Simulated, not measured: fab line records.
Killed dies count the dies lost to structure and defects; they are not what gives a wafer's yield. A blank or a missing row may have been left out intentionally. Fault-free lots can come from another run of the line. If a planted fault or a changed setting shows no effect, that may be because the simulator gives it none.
Comparing a struck lot with a sound one || flow gf180mcu || 17 out of 602 route steps
Sound: these wafers, L557.4, L557.5, L557.6. Struck: wafer L542.3 (left out: L542.1, a lot-mate that was not struck); the cause follows at the end.
For every step that has rows: the tool of each side, followed by ch and its chambers, followed by its first start. Under that, the readings that differ: sound wafers || struck wafers || difference of the means || sigmas: that difference in standard deviations of wafers without a fault.
alike: readings with means less than 2 such deviations apart, plus words and numbers identical on both sides. not compared: withheld readings, readings lacking a value on some wafer, bounds such as >300 that could conceal the same value, and numbers that have no deviation in the record and whose values overlap.
The two part at a step that has a row with sigmas, a row that says differs or no value, or rows on one side only. When numbers do not overlap yet have no deviation, they are printed without sigmas and do not part them. A reading that every wafer of one side lacks parts them only if that side has two wafers or more.

first, 1 step without rows for these wafers: GF_STI_DEVELOP_11 (develop time 60 s).
GF_STI_CD_MEAS_12: target cd 220 nm.
  struck on cd sem-01, day 3 04:17; sound on cd sem-01, day 6 07:47
  alike: cd nm
GF_STI_ETCH_13: etches the open film in CHF3/O2, stops on Si, target depth 282.31 nm, time 112.9 s.
  sound on rie diel-04 ch 2,3, day 6 07:51; struck on rie diel-04 ch 2, day 3 04:24
  alike: chamber pressure mTorr, drypump motor current A, oes product au, throttle valve pct
  not compared: rf hours counter h
GF_STI_ETCH_14: etches Si in HBr/Cl2/O2, target depth 360 nm, time 102.9 s.
  sound on rie si-01 ch 1,2, day 6 07:56; struck on rie si-02 ch 0, day 3 04:29
{"reading": "chamber pressure mTorr (mTorr)", "sound": "14.987 14.996 14.993", "struck": 15.021, "difference": "+0.029", "sigmas": "+2"}
{"reading": "he backside leak sccm (sccm)", "sound": "2.28 2.36 2.67", "struck": 3.04, "difference": "+0.60", "sigmas": "+2"}
  alike: drypump motor current A, oes product au, throttle valve pct
  not compared: rf hours counter h
GF_STI_STRIP_15: strips in O2/N2.
  sound on plasma asher-02 ch 0,1, day 6 08:02; struck on plasma asher-03 ch 0, day 3 04:34
  alike: chamber pressure mTorr, drypump motor current A, heater power w, n2 flow sccm, oes product au, platen temp c, strip time to endpoint s
  not compared: rf hours counter h
then, 6 steps without rows for these wafers: GF_STI_CLEAN_16 (cleans in dHF, time 25 s); GF_STI_WET_ETCH_17 (etches Si3N4 in H3PO4, target depth 45 nm, time 514 s); GF_STI_CLEAN_18 (cleans in SC1/SC2, time 150 s); GF_STI_CLEAN_19 (cleans in dHF, time 20 s); GF_STI_WET_ETCH_20 (etches SiO2 in dHF, target depth 20 nm, time 400 s); GF_STI_OXIDATION_21 (stabilise 600 s, purge 300 s, target thk 15 nm).
GF_STI_THK_MEAS_22:
  struck on film metro-02, day 3 08:27; sound on film metro-02, day 6 12:59
  alike: STI_OXIDATION_01_THK
GF_STI_CVD_23: deposits SiO2, target thk 650 nm, time 108.3 s.
  sound on hdpcvd-02 ch 0,1,2, day 6 13:04; struck on hdpcvd-01 ch 2, day 3 08:31
{"reading": "model.SiO2_of_STI_CVD_23.thk nm (nm)", "sound": "646.4 646.3 643", "struck": 726.5, "difference": "+81.3", "sigmas": ""}
  alike: pressure mtorr, sih4 flow sccm
GF_STI_THK_MEAS_24:
  struck on film metro-03, day 3 08:35; sound on film metro-04, day 6 13:08
{"reading": "STI_CVD_23_THK (nm)", "sound": "646 646 642", "struck": 727, "difference": "+82", "sigmas": "+12"}
GF_STI_CMP_25: polishes, stops on Si3N4, t overpolish 33 s, target thk 524.6 nm.
  sound on cmp-02 ch 0,1,2, day 6 13:19; struck on cmp-01 ch 2, day 3 08:44
  alike: motor current A, retaining ring pressure frac, time to endpoint s
then, 1 step without rows for these wafers: GF_STI_WET_ETCH_26 (etches SiO2 in dHF, target depth 94 nm, time 188 s).
-- the record jumps here: 27 days lie between the struck wafers' starts before and after (it left off in module STI and takes up again in module PASSIVATION, whose first step shown is number 602 of the route) --
GF_PASSIVATION_PROBE_99:
  the record has rows for the struck wafers here (prober-02, day 30 11:50) and none for the sound ones

== WHERE THEY PART ==
First at GF_STI_ETCH_14; last, within this record, at GF_PASSIVATION_PROBE_99.

WHY: whatever the simulator had introduced
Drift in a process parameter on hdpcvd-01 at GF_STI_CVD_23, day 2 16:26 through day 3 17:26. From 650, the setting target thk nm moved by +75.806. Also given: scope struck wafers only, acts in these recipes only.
